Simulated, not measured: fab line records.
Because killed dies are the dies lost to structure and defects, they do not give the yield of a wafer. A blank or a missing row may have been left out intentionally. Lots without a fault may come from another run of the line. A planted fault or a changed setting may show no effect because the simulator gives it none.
Problem report in the 8D (eight disciplines) form, filled by code / flow gf180mcu / the parts of the form that need people (team, actions taken, sign-off) are left out

## 1. PROBLEM STATEMENT
A mean of 1250 W is read at GF_V2_ETCH_17 for bias w, taken on 1 wafer of 1 lot, against 1200 W (standard deviation 3.6) on wafers free of any fault. That puts it +14 standard deviations away from the usual mean.
The step: etches SiO2 in C4F8/O2/Ar, stops on TiN, target depth 630 nm.
First seen on wafer L660.1, day 27 19:00, on rie diel-02. Wafers with a number at this step in the record: 36, from 12 lots. By rule, "out" or "out of limits" means more than 4 standard deviations away from the usual mean. The rest of the wafers with a number are treated as sound.

## 2. WHAT THIS IS AND IS NOT
question=which readings at this step; is=bias w; is not=oes product au
question=which lots; is=L660; is not=L641, L642, L643, L645, L646, L647, L649, L650, L651, L655, L662
question=which wafers of those lots; is=L660.1; is not=L660.2, L660.5
question=read on which tools; is=rie diel-02; is not=rie diel-01, rie diel-03
question=when; is=from day 27 19:00; is not=up to then (35 sound wafers)

## 3. WHAT RULES OUT EACH SUSPECT
Counting: if a tool at a process step up to the reading ran every lot that is out, it stays a suspect. Sound lots after the first of them don't rule it out here, since some wafers of a struck lot are sound.
- plasma asher-04 at GF_M2_STRIP_17 (strips in O2/N2): kept. It ran the lot that is out, L660 (day 26 21:04); its last sound lot up to then is L655 (day 24 18:46).
- rie diel-02 at GF_V2_ETCH_17 (etches SiO2 in C4F8/O2/Ar, stops on TiN, target depth 630 nm): kept. It ran the lot that is out, L660 (day 27 19:00); its last sound lot up to then is L655 (day 25 17:00). On those wafers its own readings are out: bias w.
- Within plasma asher-04 at GF_M2_STRIP_17: the wafers that are out ran in chamber 0; their sound lot-mates ran in chamber 1.
- Within rie diel-02 at GF_V2_ETCH_17: the wafers that are out ran in chamber 0; their sound lot-mates ran in chamber 2.
What counting leaves: plasma asher-04 at GF_M2_STRIP_17 and rie diel-02 at GF_V2_ETCH_17.

## 4. THE CAUSE (what the simulator had put in)
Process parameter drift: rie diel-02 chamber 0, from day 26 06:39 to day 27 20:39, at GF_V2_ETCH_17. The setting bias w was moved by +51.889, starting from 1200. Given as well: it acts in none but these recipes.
Counting left 2 suspects, and this tool is among them.

## 5. SEQUENCE OF EFFECTS, ordered by route
Rows list readings where the struck wafers' mean (over those with a number) sits beyond 3 standard deviations from the usual. Readings are gone through only where the record gives a usual standard deviation; hours: the median, over the lots, of the time from a lot's start at the first step in this table giving one to that lot's start at this step; sigmas: the change measured in usual standard deviations.
hours=0; step=GF_V2_ETCH_17; reading=bias w; usual=1200 W; on struck wafers=1250; change=+50; sigmas=+14
Process steps it contains:
- GF_V2_ETCH_17: etches SiO2 in C4F8/O2/Ar, stops on TiN, target depth 630 nm.

## 6. WHAT WOULD HAVE CAUGHT IT SOONER
In this record the first reading out of limits was taken at day 27 19:00, 36 hours after the fault began at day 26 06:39.
